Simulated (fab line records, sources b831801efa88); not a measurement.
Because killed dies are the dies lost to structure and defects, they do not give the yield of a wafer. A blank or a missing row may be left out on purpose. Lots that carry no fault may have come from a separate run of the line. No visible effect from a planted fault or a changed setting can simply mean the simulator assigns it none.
fab line records	flow sky130
record: lots: 5	wafers: 15	lastDay: 49
route steps=708 shown FIELD_ISO@9 NWELL@32 DNWELL@35 PWDE@45 PAD_OPEN@708
lots that met no fault: from a run of the same line without faults
startH: the number of hours between the record's first day and the start of the first shown wafer of the lot	waitH: time in hours since the lot's previous step	" the same as in the row above	L1.1+2: a single row standing in for several wafers	- no value, or no start was given	* or withheld: withheld	< > ~ a bound
route shown NAME@n: NAME is a module with steps in the file, n the number in the route of the first one	usual: mean/standard deviation of fault-free wafers	same: alike in all rows	chamber/n: place in a boat	sites: per-site readings	_std_site: the values' standard deviation	_edge_site: inner sites' mean taken away from outer sites' mean	radiusMm: for every site, how far away it sits from the centre of the wafer	mask NAME#n: copy n	behind: the last tool/chamber to shape the wafer	hold: reason for holding the lot/hours on hold/outcome of the hold	device: whichever transistor did not switch (one of n, p or np)	end of line: at the end of the route, the tests of the same wafers	a step without rows: its recipe alone	killed: not the wafer's yield, but the dies lost to structure and defects at the first sort	map: shows each die of a wafer: x if killed, . if not, _ if none is there
set.NAME: the setting as run; set.NAME@STEP: as run at that earlier step	model.NAME: the simulator's own value behind a step, which no gauge read
lots seen at some steps along the route; tables by step, rows by wafer
services: the hour from which a tool's chamber was out of use, counted from the record's first day as startH (under 0 if before that day), plus the number of hours and why
== steps ==
step: SKY_FIELD_ISO_COAT_08
recipe: resist: KrF-thick	spinRpm: 3000	resistThkNm: 450
step: SKY_FIELD_ISO_SOFTBAKE_09
recipe: tempC: 100	timeS: 90	resist: KrF-thick
step: SKY_FIELD_ISO_EXPOSE_10
recipe: maskId: FOM	na: 0.68	sourceShape: annular	sigmaInner: 0.4	sigmaOuter: 0.8	targetCdNm: 150	doseMj: 28
step: SKY_FIELD_ISO_PEB_11
recipe: pebTempC: withheld	pebTimeS: withheld	resist: KrF-thick
step: SKY_FIELD_ISO_DEVELOP_12
recipe: developTimeS: 60	resist: KrF-thick	devTempC: 21
step: SKY_FIELD_ISO_CD_MEAS_13
recipe: targetCdNm: 150
usual: cdNm: 149.7/1.5
lot.wafer	tool	chamber	startH	waitH	cdNm
L480.2	cdSem-02	-	82.61	-	147.7
L480.3	"	-	"	"	146.9
L480.6	"	-	"	"	148.9
L482.2	cdSem-01	-	91.31	-	151.2
L482.4	"	-	"	"	151.4
L482.6	"	-	"	"	151.1
L483.2	cdSem-02	-	96.06	-	148.5
L483.4	"	-	"	"	148.2
L483.5	"	-	"	"	148.5
L484.1	cdSem-02	-	101.24	-	149.5
L484.2	"	-	"	"	149.7
L484.4	"	-	"	"	148.5
L488.2	cdSem-01	-	122.01	-	148.5
L488.4	"	-	"	"	149.8
L488.5	"	-	"	"	149.1
step: SKY_FIELD_ISO_ETCH_14
recipe: chemistry: N2/H2	target: BARC	ionEnergyEv: 200	sourceW: 500	biasW: 100	pressureMtorr: 30	n2FlowSccm: 100	h2FlowSccm: 200	stopOn: SiO2	timeS: 45.9	targetDepthA: 600
usual: drypumpMotorCurrentA: 5.8/0.5	oesProductAu: 0.855/0.004	throttleValvePct: 13.226/0.009
lot.wafer	tool	chamber	startH	waitH	drypumpMotorCurrentA	oesProductAu	rfHoursCounterH	throttleValvePct
L480.2	rieDiel-02	2	82.71	0.1	5.8	0.845	58	13.219
L480.3	"	0	"	"	6.1	0.861	96	13.227
L480.6	"	0	"	"	6.1	0.853	-	13.235
L482.2	rieDiel-04	1	91.41	0.1	6.3	0.850	5	13.214
L482.4	"	2	"	"	5.7	0.854	139	13.232
L482.6	"	1	"	"	6.2	0.851	-	13.219
L483.2	rieDiel-01	2	96.16	0.1	6.2	0.862	70	13.225
L483.4	"	1	"	"	5.4	0.855	3	13.219
L483.5	"	1	"	"	5.3	0.855	-	13.229
L484.1	rieDiel-01	3	101.36	0.1	6.5	0.862	137	13.225
L484.2	"	2	"	"	6.2	0.851	70	13.234
L484.4	"	0	"	"	5.8	0.846	5	13.219
L488.2	rieDiel-04	2	122.11	0.1	5.7	0.853	139	13.236
L488.4	"	3	"	"	5.1	0.849	2	13.215
L488.5	"	1	"	"	6.3	0.857	-	13.225
step: SKY_FIELD_ISO_ETCH_15
recipe: chemistry: CHF3/O2	targetDepthNm: 180	stopOn: Si	sourceW: 600	biasW: 200	pressureMtorr: 40	chf3FlowSccm: 50	O2_flow_sccm: 5	timeS: 72
usual: O2_flow_sccm: 4.999/0.015	drypumpMotorCurrentA: 5.8/0.5	oesProductAu: 0.943/0.0061	throttleValvePct: 8.843/0.0093
lot.wafer	tool	chamber	startH	waitH	O2_flow_sccm	drypumpMotorCurrentA	oesProductAu	rfHoursCounterH	throttleValvePct
L480.2	rieDiel-02	2	82.75	0.0	5.003	5.8	0.949	58	8.848
L480.3	"	0	"	"	4.995	6.1	0.943	96	8.844
L480.6	"	0	"	"	4.984	6.1	0.936	-	8.832
L482.2	rieDiel-04	1	91.45	0.0	4.981	6.2	0.943	6	8.835
L482.4	"	2	"	"	4.984	5.7	0.944	139	8.826
L482.6	"	1	"	"	5.012	6.3	0.948	-	8.844
L483.2	rieDiel-01	2	96.20	0.0	4.989	6.2	0.940	70	8.838
L483.4	"	1	"	"	4.967	5.4	0.943	3	8.857
L483.5	"	1	"	"	4.997	5.3	0.958	-	8.858
L484.1	rieDiel-01	3	101.40	0.0	4.995	6.5	0.942	137	8.833
L484.2	"	2	"	"	4.999	6.2	0.945	70	8.842
L484.4	"	0	"	"	4.996	5.8	0.941	5	8.837
L488.2	rieDiel-04	2	122.16	0.0	4.990	5.7	0.947	139	8.852
L488.4	"	3	"	"	4.986	5.2	0.946	2	8.835
L488.5	"	1	"	"	5.016	6.3	0.944	-	8.847
step: SKY_FIELD_ISO_STRIP_16
recipe: chemistry: O2/N2	powerW: 1400	pressureMtorr: 1500	platenTempC: withheld	o2FlowSccm: 3000	n2FlowSccm: 300	overashFraction: 0.5
usual: drypumpMotorCurrentA: 5.6/0.39	oesProductAu: 0.378/0.0047	stripTimeToEndpointS: 3.54/0.039
lot.wafer	tool	chamber	startH	waitH	drypumpMotorCurrentA	oesProductAu	rfHoursCounterH	stripTimeToEndpointS
L480.2	plasmaAsher-02	0	82.81	0.0	5.6	0.377	39	3.56
L480.3	"	1	"	"	5.1	0.371	-	3.63
L480.6	"	1	"	"	5.1	0.381	-	3.59
L482.2	plasmaAsher-04	1	91.51	0.0	5.3	0.380	42	3.61
L482.4	"	1	"	"	5.3	0.377	-	3.54
L482.6	"	1	"	"	5.2	0.380	-	3.58
L483.2	plasmaAsher-01	0	96.26	0.0	5.4	0.381	29	3.54
L483.4	"	1	"	"	5.8	0.375	-	3.56
L483.5	"	1	"	"	5.8	0.380	-	3.59
L484.1	plasmaAsher-04	0	101.46	0.0	6.3	0.381	44	3.52
L484.2	"	1	"	"	5.3	0.377	44	3.51
L484.4	"	1	"	"	5.3	0.378	-	3.50
L488.2	plasmaAsher-01	1	122.21	0.0	5.8	0.369	33	3.51
L488.4	"	0	"	"	5.4	0.382	-	3.57
L488.5	"	1	"	"	5.8	0.383	-	3.58
step: SKY_FIELD_ISO_ETCH_17
recipe: targetDepthA: 3420	maskMaterial: Si3N4	chemistry: HBr/Cl2/O2	target: Si	taperDeg: 5	icpW: 600	biasW: 150	pressureMtorr: 15	HBr_flow_sccm: 150	Cl2_flow_sccm: 40	O2_flow_sccm: 6	timeS: 97.7
usual: O2_flow_sccm: 6.001/0.018	drypumpMotorCurrentA: 5.6/0.46	heBacksideLeakSccm: 2.80/0.25	oesProductAu: 1.002/0.0099	throttleValvePct: 25.654/0.011
lot.wafer	tool	chamber	startH	waitH	O2_flow_sccm	drypumpMotorCurrentA	heBacksideLeakSccm	oesProductAu	rfHoursCounterH	throttleValvePct
L480.2	rieSi-01	2	82.91	0.1	5.999	5.4	2.80	1.022	116	25.635
L480.3	"	1	"	"	6.000	5.8	2.66	1.003	110	25.661
L480.6	"	0	"	"	6.007	5.0	3.01	1.005	-	25.643
L482.2	rieSi-02	0	91.61	0.1	5.961	5.0	3.21	0.992	74	25.652
L482.4	"	2	"	"	6.009	5.7	2.88	1.004	70	25.668
L482.6	"	1	"	"	5.989	5.2	2.56	1.008	-	25.653
L483.2	rieSi-01	0	96.36	0.1	6.013	5.0	2.65	0.993	71	25.672
L483.4	"	3	"	"	5.992	6.4	2.75	0.997	107	25.667
L483.5	"	0	"	"	5.997	5.0	2.65	1.002	-	25.654
L484.1	rieSi-01	3	101.56	0.1	5.991	6.4	2.78	0.999	107	25.642
L484.2	"	0	"	"	5.967	5.0	2.81	1.002	71	25.642
L484.4	"	2	"	"	5.996	5.4	2.82	1.023	117	25.636
L488.2	rieSi-02	0	122.31	0.1	6.023	5.0	2.84	1.005	74	25.669
L488.4	"	3	"	"	5.995	5.7	2.77	0.995	76	25.661
L488.5	"	1	"	"	5.979	5.2	2.65	1.017	-	25.667
step: SKY_FIELD_ISO_WET_ETCH_18
recipe: chemistry: H3PO4	targetDepthNm: 25	tempC: 160	target: Si3N4	timeS: 286
step: SKY_FIELD_ISO_CLEAN_19
recipe: chemistry: SC1/SC2	mix: 1:4:20	tempC: 70	timeS: 150
step: SKY_FIELD_ISO_CLEAN_20
recipe: chemistry: dHF	timeS: 20	dilution: 100:1
lot.wafer	tool	chamber	startH	waitH
L480.2+3+6	wetBench-01	0	83.12	0.0
L482.2+4+6	wetBench-01	1	91.82	0.0
L483.2+4+5	wetBench-02	1	96.57	0.0
L484.1+2+4	wetBench-03	2	101.83	0.0
L488.2+4+5	wetBench-03	2	122.53	0.0
step: SKY_FIELD_ISO_WET_ETCH_21
recipe: chemistry: dHF	dilution: 100:1	targetDepthNm: 20	dry: ipaMarangoni	target: SiO2	tempC: 25	timeS: 400
step: SKY_FIELD_ISO_OXIDATION_22
recipe: tempC: 950	ambient: O2	stabiliseS: 600	purgeS: 300	targetThkA: 100	oxTimeS: 623
step: SKY_FIELD_ISO_THK_MEAS_23
recipe: reads: SiO2_of_FIELD_ISO_OXIDATION_22
usual: FIELD_ISO_OXIDATION_01_THK: 9.96/0.23
lot.wafer	tool	chamber	startH	waitH	FIELD_ISO_OXIDATION_01_THK[nm]
L480.2	filmMetro-04	-	84.44	0.0	10.06
L480.3	"	-	"	"	10.09
L480.6	"	-	"	"	10.10
L482.2	filmMetro-04	-	94.18	0.0	9.77
L482.4	"	-	"	"	9.70
L482.6	"	-	"	"	9.73
L483.2	filmMetro-01	-	97.88	0.0	10.27
L483.4	"	-	"	"	10.05
L483.5	"	-	"	"	10.03
L484.1	filmMetro-01	-	103.13	0.0	10.04
L484.2	"	-	"	"	10.11
L484.4	"	-	"	"	9.99
L488.2	filmMetro-01	-	130.53	0.0	10.19
L488.4	"	-	"	"	10.28
L488.5	"	-	"	"	10.17
step: SKY_FIELD_ISO_CVD_24
recipe: material: SiO2	targetThkNm: 595	tempC: 650	sigmaOpenFrac: 0.3	timeS: 99.2	sih4FlowSccm: 60	pressureMtorr: 6
step: SKY_FIELD_ISO_THK_MEAS_25
recipe: reads: SiO2_of_FIELD_ISO_CVD_24
usual: FIELD_ISO_CVD_24_THK: 592/5.8
lot.wafer	tool	chamber	startH	waitH	FIELD_ISO_CVD_24_THK[nm]
L480.2	filmMetro-01	-	84.57	0.0	595
L480.3	"	-	"	"	578
L480.6	"	-	"	"	597
L482.2	filmMetro-03	-	94.31	0.0	595
L482.4	"	-	"	"	605
L482.6	"	-	"	"	596
L483.2	filmMetro-03	-	98.01	0.0	596
L483.4	"	-	"	"	593
L483.5	"	-	"	"	594
L484.1	filmMetro-04	-	103.26	0.0	599
L484.2	"	-	"	"	598
L484.4	"	-	"	"	592
L488.2	filmMetro-03	-	130.67	0.0	582
L488.4	"	-	"	"	586
L488.5	"	-	"	"	583
step: SKY_FIELD_ISO_ANNEAL_26
recipe: tempC: 1000	timeS: 1800	ambient: N2
step: SKY_FIELD_ISO_CMP_27
recipe: stopOn: Si3N4	tOverpolishS: 16	downForcePsi: 4	platenRpm: 60	targetThkNm: 457.8	padVelocityMS: 0.94248
step: SKY_FIELD_ISO_WET_ETCH_28
recipe: chemistry: dHF	targetDepthNm: 23.7	target: SiO2	dilution: 10:1	tempC: 25	timeS: 47
step: SKY_FIELD_ISO_WET_ETCH_29
recipe: chemistry: H3PO4	targetDepthNm: 160	target: Si3N4	tempC: 160	timeS: 1825
step: SKY_FIELD_ISO_WET_ETCH_30
recipe: chemistry: dHF	targetDepthNm: 25	target: SiO2	dilution: 10:1	tempC: 25	timeS: 50
step: SKY_NWELL_CLEAN_00
recipe: chemistry: SC1/SC2	mix: 1:4:20	tempC: 70	timeS: 150	dry: n2Spin
step: SKY_NWELL_OXIDATION_01
recipe: tempC: 900	ambient: O2	stabiliseS: 600	purgeS: 300	targetThkA: 100	oxTimeS: 1418
step: SKY_NWELL_THK_MEAS_02
recipe: reads: SiO2_of_NWELL_OXIDATION_01
usual: NWELL_OXIDATION_THK: 10.08/0.16
lot.wafer	tool	chamber	startH	waitH	NWELL_OXIDATION_THK[nm]
L480.2	filmMetro-02	-	89.03	0.0	9.88
L480.3	"	-	"	"	10.07
L480.6	"	-	"	"	9.97
L482.2	filmMetro-02	-	98.22	0.0	9.89
L482.4	"	-	"	"	10.09
L482.6	"	-	"	"	9.90
L483.2	filmMetro-01	-	101.93	0.0	10.12
L483.4	"	-	"	"	10.11
L483.5	"	-	"	"	10.01
L484.1	filmMetro-02	-	111.10	0.0	9.77
L484.2	"	-	"	"	9.83
L484.4	"	-	"	"	9.86
L488.2	filmMetro-02	-	138.66	0.1	10.10
L488.4	"	-	"	"	10.25
L488.5	"	-	"	"	10.19
step: SKY_DNWELL_DEHYDRATE_00
recipe: tempC: 200	timeS: 60
step: SKY_DNWELL_HMDS_01
recipe: primeTimeS: 60	primeTempC: 120
step: SKY_DNWELL_COAT_02
recipe: spinRpm: 2000	resistThkNm: 3000
step: SKY_DNWELL_SOFTBAKE_03
recipe: tempC: 110	timeS: withheld
step: SKY_DNWELL_EXPOSE_04
recipe: maskId: DNM	na: 0.57	targetCdNm: 3000	doseMj: 222
step: SKY_DNWELL_PEB_05
recipe: tempC: 115	timeS: withheld
step: SKY_DNWELL_DEVELOP_06
recipe: wallAngleDeg: 90	developer: TMAH	developTimeS: 60	devTempC: 23
step: SKY_DNWELL_IMPLANT_07
recipe: species: P	energyKev: withheld	doseCm2: withheld	tiltDeg: withheld
step: SKY_DNWELL_STRIP_08
recipe: chemistry: O2/N2	powerW: 1400	pressureMtorr: 1500	platenTempC: withheld	o2FlowSccm: 3000	n2FlowSccm: 300	overashFraction: 0.5
usual: drypumpMotorCurrentA: 5.5/0.36	oesProductAu: 0.722/0.0042	stripTimeToEndpointS: 36.94/0.12
lot.wafer	tool	chamber	startH	waitH	drypumpMotorCurrentA	oesProductAu	rfHoursCounterH	stripTimeToEndpointS
L480.2	plasmaAsher-04	1	106.99	0.1	5.2	0.729	45	36.81
L480.3	"	1	"	"	5.3	0.721	-	36.98
L480.6	"	1	"	"	5.2	0.719	-	36.89
L482.2	plasmaAsher-04	1	116.54	0.1	5.2	0.722	46	36.83
L482.4	"	0	"	"	6.3	0.728	-	36.92
L482.6	"	0	"	"	6.3	0.727	-	36.75
L483.2	plasmaAsher-03	0	120.59	0.1	5.9	0.720	0	37.20
L483.4	"	1	"	"	5.8	0.717	-	37.09
L483.5	"	0	"	"	5.9	0.720	-	37.00
L484.1	plasmaAsher-02	0	129.44	0.1	5.6	0.726	44	37.06
L484.2	"	1	"	"	5.1	0.729	44	37.09
L484.4	"	1	"	"	5.1	0.713	-	37.09
L488.2	plasmaAsher-02	0	158.39	0.1	5.6	0.727	47	36.91
L488.4	"	0	"	"	5.6	0.721	-	36.92
L488.5	"	0	"	"	5.6	0.714	-	36.99
step: SKY_DNWELL_TW_MEAS_09
usual: DNWELL_TW: 1118/16
lot.wafer	tool	chamber	startH	waitH	DNWELL_TW
L480.2	filmMetro-01	-	107.10	0.1	1146
L480.3	"	-	"	"	1148
L480.6	"	-	"	"	1139
L482.2	filmMetro-02	-	116.65	0.1	1121
L482.4	"	-	"	"	1115
L482.6	"	-	"	"	1113
L483.2	filmMetro-03	-	120.70	0.1	1104
L483.4	"	-	"	"	1105
L483.5	"	-	"	"	1104
L484.1	filmMetro-02	-	129.54	0.1	1121
L484.2	"	-	"	"	1130
L484.4	"	-	"	"	1128
L488.2	filmMetro-03	-	158.50	0.1	1104
L488.4	"	-	"	"	1098
L488.5	"	-	"	"	1105
step: SKY_PWDE_DEHYDRATE_00
recipe: tempC: 200	timeS: 60
step: SKY_PWDE_HMDS_01
recipe: primeTimeS: 60	primeTempC: 120
step: SKY_PWDE_COAT_02
recipe: spinRpm: 2000	resistThkNm: 3000
step: SKY_PWDE_SOFTBAKE_03
recipe: tempC: 110	timeS: withheld
step: SKY_PWDE_EXPOSE_04
recipe: maskId: PWDEM	na: 0.6	sourceShape: conventional	sigmaOuter: 0.6	polarization: unpolarized	targetCdNm: 840	doseMj: 214
step: SKY_PWDE_PEB_05
recipe: tempC: 115	timeS: withheld
step: SKY_PAD_OPEN_PROBE_99
usual: killed_at_M0_to_M3: 44/6.5	killed_at_M4_up: 3.3/1.9	killedAtContacts: 23/4.7	killedAtFrontEnd: 15/4.5	killedAtOther: 0.2/0.52	killedDies: 86/8.9	killedOpen: 47/6.8	killedShort: 39/6.1
same: grossDies: 492	killedAtBackSide: 0
lot.wafer	tool	chamber	startH	waitH	killed_at_M0_to_M3	killed_at_M4_up	killedAtContacts	killedAtFrontEnd	killedAtOther	killedDies	killedOpen	killedShort
L480.2	prober-01	-	1134.85	0.1	41	4	25	68	0	138	45	40
L480.3	prober-01	-	1134.90	0.2	41	1	28	74	0	144	49	38
L480.6	prober-01	-	1135.05	0.2	46	7	21	65	1	140	50	37
L482.2	prober-01	-	1138.81	0.1	37	5	15	16	0	73	42	31
L482.4	prober-01	-	1138.91	0.2	32	3	29	20	0	84	49	35
L482.6	prober-01	-	1139.01	0.2	39	4	24	13	0	80	43	37
L488.2	prober-01	-	1180.72	0.2	39	6	26	13	1	85	44	41
L488.4	prober-01	-	1180.82	0.3	52	1	29	21	0	103	62	41
L488.5	prober-01	-	1180.87	0.3	31	3	28	9	0	71	44	27
killed by level:class
L480.2 FIELD_ISO:unspecified=53 VIA1:geometricParticle:open=13 VIA3:geometricParticle:open=8 LI_CONTACT:geometricParticle:open=7 LOCAL_INTERCONNECT:geometricParticle:short=7 CONTACT:geometricParticle:open=7 FIELD_ISO:geometricParticle:short=5 VIA2:geometricParticle:short=5
L480.3 FIELD_ISO:unspecified=57 CONTACT:geometricParticle:open=8 FIELD_ISO:geometricParticle:open=7 CONTACT:geometricParticle:short=7 VIA2:geometricParticle:open=7 LOCAL_INTERCONNECT:geometricParticle:short=6 METAL1:geometricParticle:short=5 VIA1:geometricParticle:open=5
L480.6 FIELD_ISO:unspecified=53 VIA1:geometricParticle:open=14 CONTACT:geometricParticle:open=10 METAL2:geometricParticle:short=8 VIA2:geometricParticle:short=5 VIA3:geometricParticle:open=5 FIELD_ISO:geometricParticle:open=4 VIA2:geometricParticle:open=4
L482.2 VIA1:geometricParticle:open=13 FIELD_ISO:geometricParticle:open=6 LI_CONTACT:geometricParticle:open=6 METAL2:geometricParticle:short=6 POLY_GATE:geometricParticle:short=4 VIA1:geometricParticle:short=4 CONTACT:geometricParticle:short=4 VIA3:geometricParticle:open=4
L482.4 CONTACT:geometricParticle:open=15 VIA1:geometricParticle:open=10 LI_CONTACT:geometricParticle:open=6 METAL2:geometricParticle:short=6 CONTACT:geometricParticle:short=5 VIA3:geometricParticle:open=5 FIELD_ISO:geometricParticle:short=4 POLY_GATE:geometricParticle:open=4
L482.6 VIA1:geometricParticle:open=9 CONTACT:geometricParticle:open=7 METAL1:geometricParticle:short=7 LI_CONTACT:geometricParticle:open=6 METAL2:geometricParticle:short=6 LI_CONTACT:geometricParticle:short=5 VIA2:geometricParticle:open=5 VIA3:geometricParticle:open=5
L488.2 VIA1:geometricParticle:open=10 CONTACT:geometricParticle:open=9 METAL1:geometricParticle:short=8 LI_CONTACT:geometricParticle:open=6 VIA2:geometricParticle:open=6 CONTACT:geometricParticle:short=5 LI_CONTACT:geometricParticle:short=4 VIA2:geometricParticle:short=4
L488.4 VIA1:geometricParticle:open=13 VIA3:geometricParticle:open=9 LI_CONTACT:geometricParticle:open=8 CONTACT:geometricParticle:open=8 VIA2:geometricParticle:open=8 CONTACT:geometricParticle:short=7 FIELD_ISO:geometricParticle:short=6 FIELD_ISO:geometricParticle:open=5
L488.5 VIA1:geometricParticle:open=13 CONTACT:geometricParticle:open=10 CONTACT:geometricParticle:short=9 LI_CONTACT:geometricParticle:open=6 VIA2:geometricParticle:open=5 METAL2:geometricParticle:short=4 VIA3:geometricParticle:open=4 METAL4:geometricParticle:short=3
map L480.3 (x killed, . not)
__________..xx...xxx_________
________......x.xxxxxx_______
______..x..x..xxxxxxxx.x_____
_____.........xxxxxxxxxxx____
____..........xxxxxxxxxxx.___
___.............xxxxxxxx...__
__......x.x..xx.xxxxxxx....._
_.x...x.....x..xx.x.xx.......
_............x....xx.....xx..
_xxx.....xx.........x...xx..x
_.x.x........x.......x..x.x..
_.......x..xxx.x...x.......x.
_.x.x.....x.x.....x.....x....
_...x..x....x...x............
_..................x..x......
__x......x.x.xx.......x....._
___.........xxx.....x......__
____xxx..xx.....x.........___
_____x..x....xx.x..x.....____
______..x....x.........x_____
________....x.x...x..._______
__________....x.xxxx_________
map L482.4 (x killed, . not)
__________x...x.x..._________
________....x..xx.x.xx_______
______..xx...x..x....xx._____
_____....x..............x____
____.xx.x............x.x..___
___.x..x.......xx..x.....x.__
__.........................._
_.x..xx...........x....x.....
_..x.............x...........
_..x...x.....xx..............
_...............xx..........x
_.x...........x........x.....
_.............xx..x..x......x
_...x...........xxx.....x....
_...x.....x..........x......x
__...x.x...xx...x..x..x....._
___xxx...x.........x.......__
____.x..........x.....x...___
_____......x.xx..........____
______....xxx..........._____
________.....x.....x.._______
__________..x.x....._________
== services ==
tool	chamber	startH	hours	kind
plasmaAsher-03	-	79.56	28.6	repair
plasmaAsher-01	-	92.40	3.8	repair
wetBench-02	-	104.95	4.4	pm
rieDiel-01	1	107.54	8.1	repair
plasmaAsher-03	-	108.75	9.0	pm
plasmaAsher-03	0	108.75	9.0	ventCycle
plasmaAsher-03	1	108.75	9.0	ventCycle
rieDiel-04	-	109.91	4.3	pm
rieSi-01	2	112.09	9.6	repair
plasmaAsher-02	-	114.53	4.2	repair
plasmaAsher-03	0	117.75	-	clean
plasmaAsher-03	1	117.75	-	clean
rieSi-01	-	124.26	2.9	repair
plasmaAsher-03	-	143.52	16.6	pm
rieSi-01	1	146.45	3.5	repair
rieDiel-02	-	147.64	2.8	pm
== key ==
firstSign: step: SKY_PAD_OPEN_PROBE_99	reading: killedAtFrontEnd	direction: up	sigmas: 12	usual: 15	struck: 69
effect: step: SKY_PAD_OPEN_PROBE_99	reading: killedDies	direction: up	sigmas: 6.2	usual: 86	struck: 141
metAt SKY_FIELD_ISO_CLEAN_20
struckWafers L480.2,L480.3,L480.6
testerLeftOut L480
alsoFits SKY_FIELD_ISO_ETCH_14:rieDiel-02,SKY_FIELD_ISO_ETCH_15:rieDiel-02,SKY_FIELD_ISO_STRIP_16:plasmaAsher-02
fault: kind: chamberParticleSource	tool: wetBench-01	chamber: 0	onsetH: 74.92	steps: SKY_FIELD_ISO_CLEAN_20	ratePerVisitCm2: 1.1228	endH: 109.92
testerLeftOut: of these lots the tester's yield and bins aren't shown, on N5 and GAA mostly nor the transistor test; their killed dies are dies lost to structure and defects alone, not to doping, threshold or leakage, so they don't give the yield
